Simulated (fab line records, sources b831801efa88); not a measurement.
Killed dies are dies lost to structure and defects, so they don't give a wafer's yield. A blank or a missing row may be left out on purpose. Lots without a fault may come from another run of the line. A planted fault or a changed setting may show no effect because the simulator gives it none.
A struck lot beside a sound one | flow gf180mcu | 18 steps out of a route of 602
Sound: wafers L229.3, L229.4, L229.6. Struck: wafers L240.2, L240.3, L240.5. The cause comes at the end.
At each step with rows: each side's tool, then ch and its chambers, then its first start. Under that, the readings that differ: sound wafers | struck wafers | difference of the means | sigmas: that difference in standard deviations of wafers without a fault.
alike: readings whose means differ by less than 2 such deviations, and words and numbers that are the same on both sides. not compared: withheld readings, readings that some wafer has no value for, bounds like >300 that may hide the same value, and numbers for which the record gives no deviation and whose values overlap.
The two part at a step that has a row with sigmas, a row that says differs or no value, or rows on one side only. Numbers that don't overlap but have no deviation are shown without sigmas and don't part them. A reading that every wafer of one side lacks parts them only if that side has two wafers or more.

first, 3 steps without rows for these wafers: GF_HV_LDD_EXPOSE_16 (exposes mask Pplus LV AREA, target cd 400 nm); GF_HV_LDD_PEB_17; GF_HV_LDD_DEVELOP_18 (develop time 60 s).
GF_HV_LDD_CD_MEAS_19: target cd 400 nm.
  sound on cd_sem-02, day 10 19:35; struck on cd_sem-01, day 14 06:01
  alike: cd_nm
GF_HV_LDD_OVL_MEAS_20:
  sound on overlay-02, day 10 19:41; struck on overlay-02, day 14 06:07
  alike: HV_LDD_01_OVL
then, 1 step without rows for these wafers: GF_HV_LDD_IMPLANT_21.
GF_HV_LDD_STRIP_22: strips in O2/N2.
  sound on plasma_asher-03 ch 0,1, day 10 19:53; struck on plasma_asher-04 ch 0,1, day 14 06:18
  alike: drypump_motor_current_A, heater_power_w, oes_product_au, strip_time_to_endpoint_s
  not compared: rf_hours_counter_h
GF_HV_LDD_TW_MEAS_23:
  sound on film_metro-02, day 10 19:58; struck on film_metro-02, day 14 06:25
  alike: HV_LDD_2_TW
then, 4 steps without rows for these wafers: GF_HV_LDD_DEHYDRATE_24 (time 60 s); GF_HV_LDD_HMDS_25 (prime time 60 s); GF_HV_LDD_COAT_26 (resist thk 1000 nm); GF_HV_LDD_SOFTBAKE_27 (time 60 s).
GF_HV_LDD_EXPOSE_28: exposes mask Nplus HV AREA, target cd 400 nm.
  sound on iline_stepper-02 ch 0, day 11 05:44; struck on iline_stepper-02 ch 0, day 14 17:17
  reading                        | sound                | struck               | difference | sigmas
  model.HV_LDD.overlay_x_nm (nm) | 0.8999 0.8999 0.8999 | -110.2 -110.2 -110.2 | -111.1     |
  alike: mask, focus_offset_nm, stage_vel_mm_s
then, 2 steps without rows for these wafers: GF_HV_LDD_PEB_29; GF_HV_LDD_DEVELOP_30 (develop time 60 s).
GF_HV_LDD_CD_MEAS_31: target cd 400 nm.
  sound on cd_sem-01, day 11 15:05; struck on cd_sem-01, day 15 03:37
  alike: cd_nm
GF_HV_LDD_OVL_MEAS_32:
  sound on overlay-02, day 11 15:11; struck on overlay-02, day 15 03:43
  reading            | sound         | struck               | difference | sigmas
  HV_LDD_02_OVL (nm) | -0.5 0.3 -0.7 | -109.0 -109.9 -111.5 | -109.8     | -73
then, 1 step without rows for these wafers: GF_HV_LDD_IMPLANT_33.

WHERE THEY PART
Only at GF_HV_LDD_OVL_MEAS_32, within this record.

WHY: what the simulator had put in
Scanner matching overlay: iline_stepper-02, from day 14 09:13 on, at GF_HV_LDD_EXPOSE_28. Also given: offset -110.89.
